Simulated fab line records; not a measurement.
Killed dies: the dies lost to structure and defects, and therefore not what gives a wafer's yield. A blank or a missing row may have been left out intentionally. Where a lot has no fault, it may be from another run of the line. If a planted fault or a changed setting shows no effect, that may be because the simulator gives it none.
Which of the tools did it?    flow sky130    24 lots with 72 wafers sampled at 5 steps, on a route of 708 steps

== WHAT THE GAUGES SHOWED, per wafer ==
SKY_CONTACT_THK_MEAS_01.
lot   measured      on             CONTACT_CVD_00_THK (nm)
L074  day 30 00:55  film_metro-03  75.5 75.9 76.8
L075  day 30 11:14  film_metro-01  74.2 75.2 75.7
L076  day 31 20:01  film_metro-01  74.9 74.9 74.9
L078  day 31 21:53  film_metro-02  75.4 75.6 76.7
L077  day 31 22:34  film_metro-02  74.5 75.5 75.1
L079  day 32 00:25  film_metro-01  74.1 73.5 75.5
L080  day 32 08:15  film_metro-01  75.0 74.4 75.6
L081  day 33 05:02  film_metro-03  74.9 75.2 76.2
L082  day 33 05:55  film_metro-01  75.4 76.4 77.0
L083  day 33 09:12  film_metro-03  73.5 76.4 75.2
L084  day 33 14:43  film_metro-02  75.1 74.3 74.6
L085  day 33 22:49  film_metro-01  74.0 73.5 75.4
L086  day 34 03:31  film_metro-03  74.4 73.7 76.1
L087  day 34 17:06  film_metro-03  73.4 75.7 74.7
L088  day 35 01:29  film_metro-02  75.1 76.0 76.3
L089  day 35 08:51  film_metro-03  74.4 74.8 74.3
L090  day 35 16:52  film_metro-01  74.0 74.2 75.5
L091  day 36 01:31  film_metro-01  74.3 74.0 75.5
L092  day 36 03:04  film_metro-02  75.4 74.8 74.3
L093  day 36 21:16  film_metro-02  74.0 74.3 75.2
L094  day 36 22:34  film_metro-01  74.5 76.1 75.3
L095  day 37 05:40  film_metro-03  73.9 75.0 75.4
L097  day 38 17:35  film_metro-02  75.2 75.2 76.0
L096  day 38 20:01  film_metro-03  76.3 76.5 75.2

SKY_CONTACT_CD_MEAS_14 targets a cd of 170 nm.
lot   measured      on         cd_nm (nm)
L074  day 31 05:10  cd_sem-01  169.0 168.8 168.1
L075  day 31 15:10  cd_sem-02  168.6 169.0 168.4
L076  day 33 00:25  cd_sem-02  172.7 170.6 171.7
L078  day 33 01:35  cd_sem-02  169.7 172.3 171.0
L077  day 33 02:49  cd_sem-01  169.4 167.4 170.2
L079  day 33 04:04  cd_sem-02  172.8 170.9 170.6
L080  day 33 11:29  cd_sem-01  170.5 168.8 169.0
L081  day 34 07:16  cd_sem-01  168.9 168.8 170.2
L082  day 34 08:49  cd_sem-02  172.2 171.7 170.4
L083  day 34 12:20  cd_sem-01  170.7 170.4 168.4
L084  day 34 16:34  cd_sem-02  169.5 169.3 167.7
L085  day 35 03:21  cd_sem-02  168.0 167.5 167.0
L086  day 35 05:38  cd_sem-02  170.8 171.3 171.3
L087  day 35 20:02  cd_sem-01  169.9 168.8 170.0
L088  day 36 04:17  cd_sem-01  170.4 170.3 170.5
L089  day 36 11:44  cd_sem-01  169.9 169.3 170.8
L090  day 36 19:28  cd_sem-02  172.1 173.0 170.8
L091  day 37 03:53  cd_sem-01  169.6 169.4 167.6
L092  day 37 05:31  cd_sem-01  168.6 168.5 168.1
L093  day 37 23:41  cd_sem-02  172.3 171.6 172.2
L094  day 38 01:20  cd_sem-02  168.0 171.4 169.7
L095  day 38 07:55  cd_sem-02  171.3 171.8 169.0
L097  day 39 19:16  cd_sem-01  171.7 172.2 170.9
L096  day 39 21:11  cd_sem-01  168.7 169.0 169.3

SKY_VIA3_THK_MEAS_23: measures by xrf.
lot   measured      on             VIA3_W_THK (nm)
L074  day 39 08:56  film_metro-02  391 394 395
L075  day 39 18:58  film_metro-04  398 402 391
L076  day 40 22:58  film_metro-02  398 402 399
L078  day 41 00:50  film_metro-01  405 400 398
L077  day 41 01:11  film_metro-04  396 393 398
L079  day 41 03:33  film_metro-04  400 406 400
L080  day 41 10:12  film_metro-02  398 402 395
L081  day 42 04:37  film_metro-01  399 403 403
L082  day 42 05:05  film_metro-02  393 402 391
L083  day 42 08:22  film_metro-04  405 396 399
L084  day 42 13:10  film_metro-02  397 397 405
L085  day 42 22:04  film_metro-02  404 399 407
L086  day 43 00:00  film_metro-04  401 397 398
L087  day 43 13:23  film_metro-02  400 405 399
L088  day 43 19:07  film_metro-04  399 403 395
L089  day 44 01:28  film_metro-02  397 399 394
L090  day 44 09:18  film_metro-02  396 401 396
L091  day 44 15:34  film_metro-01  399 398 399
L092  day 44 16:18  film_metro-02  401 396 399
L093  day 45 09:32  film_metro-04  397 403 400
L094  day 45 10:51  film_metro-01  404 407 401
L095  day 45 15:06  film_metro-04  398 396 402
L097  day 46 18:56  film_metro-01  389 400 398
L096  day 46 22:43  film_metro-01  405 401 402

== WHICH TOOL RAN EACH LOT (tool, then ch and the chambers of the sampled wafers, then the start) ==
lot   SKY_CONTACT_ETCH_18                            SKY_VIA3_SPUTTER_20
L074  rie_diel-02 ch 0,1, day 39 08:37 or earlier    pvd_sputter-01, day 39 08:37
L075  rie_diel-02 ch 1,2, day 39 18:39 or earlier    pvd_sputter-03, day 39 18:39
L076  rie_diel-01 ch 1,2, day 40 22:40 or earlier    pvd_sputter-04, day 40 22:40
L078  rie_diel-02 ch 2,3, day 41 00:32 or earlier    pvd_sputter-04, day 41 00:32
L077  rie_diel-03 ch 0,2,3, day 41 00:53 or earlier  pvd_sputter-01, day 41 00:53
L079  rie_diel-01 ch 0,1,2, day 41 03:15 or earlier  pvd_sputter-03, day 41 03:15
L080  rie_diel-01 ch 1,2,3, day 41 09:53 or earlier  pvd_sputter-04, day 41 09:53
L081  rie_diel-03 ch 0,2,3, day 42 04:18 or earlier  pvd_sputter-01, day 42 04:18
L082  rie_diel-03 ch 1,3, day 42 04:47 or earlier    pvd_sputter-04, day 42 04:47
L083  rie_diel-01 ch 0,2,3, day 42 08:04 or earlier  pvd_sputter-04, day 42 08:04
L084  rie_diel-02 ch 0,2,3, day 42 12:51 or earlier  pvd_sputter-04, day 42 12:51
L085  rie_diel-03 ch 0,2,3, day 42 21:45 or earlier  pvd_sputter-04, day 42 21:45
L086  rie_diel-02 ch 0,2, day 42 23:41 or earlier    pvd_sputter-01, day 42 23:41
L087  rie_diel-03 ch 1,3, day 43 13:05 or earlier    pvd_sputter-03, day 43 13:05
L088  rie_diel-03 ch 0,2, day 43 18:48 or earlier    pvd_sputter-04, day 43 18:48
L089  rie_diel-01 ch 0,1,3, day 44 01:09 or earlier  pvd_sputter-01, day 44 01:09
L090  rie_diel-01 ch 0,1,3, day 44 08:59 or earlier  pvd_sputter-01, day 44 08:59
L091  rie_diel-02 ch 1,2,3, day 44 15:14 or earlier  pvd_sputter-01, day 44 15:14
L092  rie_diel-02 ch 2,3, day 44 15:59 or earlier    pvd_sputter-03, day 44 15:59
L093  rie_diel-02 ch 1,3, day 45 09:14 or earlier    pvd_sputter-01, day 45 09:14
L094  rie_diel-03 ch 0,1,3, day 45 10:32 or earlier  pvd_sputter-03, day 45 10:32
L095  rie_diel-03 ch 1,2,3, day 45 14:47 or earlier  pvd_sputter-04, day 45 14:47
L097  rie_diel-03 ch 0,1,3, day 46 18:38 or earlier  pvd_sputter-04, day 46 18:38
L096  rie_diel-03 ch 1,2, day 46 22:23 or earlier    pvd_sputter-03, day 46 22:23
- SKY_CONTACT_ETCH_18: etches Si3N4 in CHF3/O2, stops on TiN, time 39 s, target depth 75 nm.
- SKY_VIA3_SPUTTER_20: material TiN, target thk 20 nm, time 80 s.

== WHAT THE TOOLS THEMSELVES READ (means of the sampled wafers that have a number; where no wafer has one, the mark that the record gives instead) ==
SKY_CONTACT_ETCH_18.
lot   tool         chamber_pressure_mTorr (mTorr)  drypump_motor_current_A (A)  oes_product_au (a.u.)  throttle_valve_pct (%)
L074  rie_diel-02  40.01                           5.9                          0.861                  8.800
L075  rie_diel-02  40.03                           5.8                          0.852                  8.788
L076  rie_diel-01  40.02                           5.6                          0.858                  8.793
L078  rie_diel-02  40.00                           5.8                          0.860                  8.793
L077  rie_diel-03  40.02                           5.7                          0.854                  8.801
L079  rie_diel-01  40.01                           5.7                          0.851                  8.786
L080  rie_diel-01  39.98                           5.8                          0.854                  8.795
L081  rie_diel-03  40.02                           5.7                          0.862                  8.798
L082  rie_diel-03  39.99                           5.4                          0.865                  8.788
L083  rie_diel-01  39.99                           5.9                          0.852                  8.792
L084  rie_diel-02  39.99                           5.9                          0.849                  8.796
L085  rie_diel-03  40.00                           5.7                          0.849                  8.785
L086  rie_diel-02  39.96                           5.9                          0.853                  8.797
L087  rie_diel-03  40.02                           5.4                          0.851                  8.791
L088  rie_diel-03  40.00                           5.7                          0.859                  8.789
L089  rie_diel-01  40.02                           5.9                          0.847                  8.795
L090  rie_diel-01  39.99                           5.9                          0.849                  8.788
L091  rie_diel-02  39.96                           5.7                          0.853                  8.791
L092  rie_diel-02  39.97                           5.7                          0.852                  8.784
L093  rie_diel-02  39.99                           5.6                          0.856                  8.791
L094  rie_diel-03  39.99                           5.6                          0.859                  8.797
L095  rie_diel-03  39.99                           5.4                          0.856                  8.795
L097  rie_diel-03  40.01                           5.6                          0.865                  8.797
L096  rie_diel-03  40.02                           5.4                          0.855                  8.805

SKY_VIA3_SPUTTER_20.
lot   tool            throttle_valve_pct (%)
L074  pvd_sputter-01  30.6
L075  pvd_sputter-03  29.7
L076  pvd_sputter-04  30.0
L078  pvd_sputter-04  31.6
L077  pvd_sputter-01  30.9
L079  pvd_sputter-03  29.8
L080  pvd_sputter-04  30.8
L081  pvd_sputter-01  30.9
L082  pvd_sputter-04  30.1
L083  pvd_sputter-04  31.5
L084  pvd_sputter-04  30.4
L085  pvd_sputter-04  30.8
L086  pvd_sputter-01  30.8
L087  pvd_sputter-03  29.8
L088  pvd_sputter-04  30.9
L089  pvd_sputter-01  31.1
L090  pvd_sputter-01  30.8
L091  pvd_sputter-01  30.9
L092  pvd_sputter-03  29.7
L093  pvd_sputter-01  31.0
L094  pvd_sputter-03  29.6
L095  pvd_sputter-04  30.3
L097  pvd_sputter-04  30.8
L096  pvd_sputter-03  29.8

== THE ANSWER, worked out from the rows above alone ==
Rule: usual is defined by the lots themselves. Put in order of their means at a reading, lots are off if they are a third of the lots or fewer, leave a main group of 4 or more, and stand apart from it by a gap of 3 or more times the standard deviation of the main group's means; of several such gaps the widest counts. A main group whose means are all the same, to the digits that the tables above print for the reading, isn't used. A lot without any number at a reading at which 4 lots or more have one is off too. The other lots that the step has rows for count as sound. The gauges are gone through in route order, then the tools' own readings, and for those a lot's mean is taken as printed above. The first step at which some lot is off is used, and at that step the reading that is off furthest; a lot without a number counts as furthest.
No lot is off on any of the readings shown, so nothing can be concluded from this.

== WHAT HAD BEEN PUT IN BY THE SIMULATOR ==
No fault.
